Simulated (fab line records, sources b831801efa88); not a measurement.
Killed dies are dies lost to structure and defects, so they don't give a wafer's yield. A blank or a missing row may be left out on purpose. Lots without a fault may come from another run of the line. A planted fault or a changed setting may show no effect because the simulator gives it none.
Chamber matching | flow sky130 | SKY_VIA1_ETCH_14 on rie_diel-03: 4 sister chambers
The step etches BARC in N2/H2, stops on SiO2, time 45.9 s, target depth 60 nm. 7 wafers are shown with their chamber, then 7 later ones without.

WAFERS WITH THEIR CHAMBER
wafer  | chamber | bias_w (W) | throttle_valve_pct (%)
L075.3 | 1       | 100.24     | 13.228
L077.5 | 1       | 100.12     | 13.220
L084.1 | 0       | 99.88      | 13.221
L084.4 | 2       | 99.75      | 13.222
L084.6 | 0       | 100.04     | 13.229
L086.1 | 2       | 99.94      | 13.217
L086.3 | 3       | 100.68     | 13.210

WAFERS WITHOUT THEIR CHAMBER
wafer  | bias_w (W) | throttle_valve_pct (%)
L086.4 | 99.57      | 13.225
L091.1 | 99.57      | 13.235
L091.2 | 99.42      | 13.230
L091.3 | 100.18     | 13.221
L095.1 | 100.34     | 13.239
L095.3 | 100.50     | 13.220
L095.4 | 100.59     | 13.228

WHICH CHAMBER EACH WENT THROUGH
wafer  | from the rows above          | in truth
L086.4 | can't be placed: 2 or 0      | 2
L091.1 | can't be placed: 2 or 0 or 1 | 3
L091.2 | can't be placed: 2 or 0      | 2
L091.3 | can't be placed: 1 or 0      | 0
L095.1 | can't be placed: 1 or 0      | 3
L095.3 | can't be placed: 3 or 1      | 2
L095.4 | can't be placed: 3 or 1 or 0 | 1
Placed correctly: 0 of 7. Can't be placed from these rows: 7 (the true chamber is among the candidates in 4). Placed wrongly: 0.
How it was worked out, from the rows above alone: a wafer's distance from a chamber is the root of the sum, over the readings, of the square of ((its reading less the chamber's mean) divided by the reading's scatter). The wafer belongs to the nearest chamber; if the next one is less than 2 further off, it can't be placed. A chamber's mean is the mean of its shown wafers. The scatter: the root of (the sum of the squares of (reading less its chamber's mean) over the shown wafers, divided by (wafers less chambers)).
